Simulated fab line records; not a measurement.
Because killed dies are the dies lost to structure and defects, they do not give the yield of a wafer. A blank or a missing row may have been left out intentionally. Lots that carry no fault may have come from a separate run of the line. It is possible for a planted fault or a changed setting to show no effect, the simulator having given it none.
Matching of chambers ; flow gf180mcu ; GF_CONTACT_ETCH_16 on rie_diel-02: 4 sister chambers
The step etches BARC in N2/H2. 4 wafers are shown with their chamber, then 7 later ones without.

## EACH WAFER AND ITS CHAMBER
wafer;chamber;drypump_motor_current_A (A)
L617.2;3;5.3
L617.4;1;5.0
L626.1;0;5.4
L626.2;2;6.8

## WAFERS MISSING THEIR CHAMBER
wafer;drypump_motor_current_A (A)
L626.6;5.0
L628.2;5.2
L628.5;5.4
L628.6;5.2
L632.1;5.2
L632.3;6.8
L632.6;6.8

## THE CHAMBER EACH PASSED THROUGH
wafer;from the rows above;in truth
L626.6;1;1
L628.2;can't be placed: 3 or 0 or 1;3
L628.5;can't be placed: 0 or 3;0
L628.6;can't be placed: 3 or 0 or 1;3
L632.1;can't be placed: 3 or 0 or 1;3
L632.3;2;2
L632.6;2;2
3 of 7 placed correctly. Not placeable from these rows: 4 (in 4, the candidates include the true chamber). Placed wrongly: 0.
How it was worked out, from the rows above alone: a wafer's distance from a chamber is the root of the sum, over the readings, of the square of ((its reading less the chamber's mean) divided by the reading's scatter). If the next closest chamber is less than 2 further off than the closest, the wafer can't be placed; otherwise it belongs to the closest. For every chamber, the mean is computed from those of its wafers that are shown. The scatter: root of mean squared gap, hidden wafer to nearest shown wafer, with one shown wafer a chamber.
